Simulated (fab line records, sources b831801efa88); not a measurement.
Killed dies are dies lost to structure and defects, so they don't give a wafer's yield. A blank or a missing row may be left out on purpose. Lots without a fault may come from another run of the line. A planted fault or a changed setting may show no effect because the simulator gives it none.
One fault seen from 2 desks | flow gf180mcu | each desk has only its own numbers; what lay behind them comes last

THE TOOL OWNER'S DESK: implanter-02
The tool's own readings at GF_HV_LDD_IMPLANT_21: means of the sampled wafers that have a number, for each lot that ran on this tool. A lot is out of limits, marked OUT, if its mean lies more than 4 standard deviations from the usual mean; the brackets give that distance.
Columns: A = beam_energy_keV at GF_HV_LDD_IMPLANT_21, usual 25.001; B = dose_ions_cm2 at GF_HV_LDD_IMPLANT_21, usual 5.001e+13; C = end_station_pressure_torr at GF_HV_LDD_IMPLANT_21, usual 5.23e-06 Torr
lot  | first seen here | A                        | B         | C
L625 | day 12 07:05    | 25.003                   | 5.001e+13 | 5.09e-06
L627 | day 13 00:09    | 25.007                   | 4.995e+13 | 4.73e-06
L630 | day 14 01:45    | 31.050 (+99 or more) OUT | 4.999e+13 | 5.28e-06
L631 | day 14 08:06    | 31.041 (+99 or more) OUT | 5.002e+13 | 5.17e-06
L640 | day 17 09:48    | 24.994                   | 5.003e+13 | 4.87e-06
L639 | day 17 13:28    | 25.000                   | 4.994e+13 | 5.31e-06
This desk's finding: out of limits on L630, L631; first on L630, day 14 01:45 (beam_energy_keV at GF_HV_LDD_IMPLANT_21). In limits: L625, L627, L640, L639.

THE METROLOGY DESK
What the gauges read, lot by lot, whatever tool the lot ran on: means of the sampled wafers that have a number. A lot is out of limits, marked OUT, if its mean lies more than 4 standard deviations from the usual mean; the brackets give that distance.
Columns: A = VT_IMPLANT_02_OVL at GF_VT_IMPLANT_OVL_MEAS_29, usual -0.2 nm; B = HV_LDD_2_TW at GF_HV_LDD_TW_MEAS_23, usual 1070
lot  | first seen here | A    | B
L620 | day 6 22:04     | -1.7 | 1061
L622 | day 7 10:42     | -0.3 | 1058
L624 | day 7 21:55     | 0.4  | 1067
L625 | day 8 03:22     | -1.3 | 1086
L627 | day 8 17:32     | 0.1  | 1056
L629 | day 9 05:40     | -0.5 | 1081
L630 | day 9 14:17     | -1.2 | 1154 (+6.5) OUT
L631 | day 9 21:56     | 0.6  | 1118
L640 | day 12 14:02    | 1.2  | 1062
L639 | day 12 14:30    | -1.0 | 1064
L641 | day 12 18:36    | -1.3 | 1081
L643 | day 13 06:36    | -0.2 | 1081
This desk's finding: out of limits on L630; first on L630, day 14 02:00 (HV_LDD_2_TW at GF_HV_LDD_TW_MEAS_23). In limits: L620, L622, L624, L625, L627, L629, L631, L640, L639, L641, L643.

PUT TOGETHER
The tool owner's desk could have raised an alarm at day 14 01:45, on L630, L631.
The metrology desk could have raised an alarm at day 14 02:00, on L630.
The metrology desk has L631 on record, within its limits.
Of the lots named, all ran GF_HV_LDD_IMPLANT_21 on implanter-02.

WHAT THE SIMULATOR HAD PUT IN
Process parameter drift: implanter-02, from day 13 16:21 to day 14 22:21, at GF_HV_LDD_IMPLANT_21. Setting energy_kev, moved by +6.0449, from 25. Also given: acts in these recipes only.
Lots struck among those shown: L630, L631.
Hours from the fault's start to each desk's first reading out of limits: the tool owner's desk, 9; the metrology desk, 10.
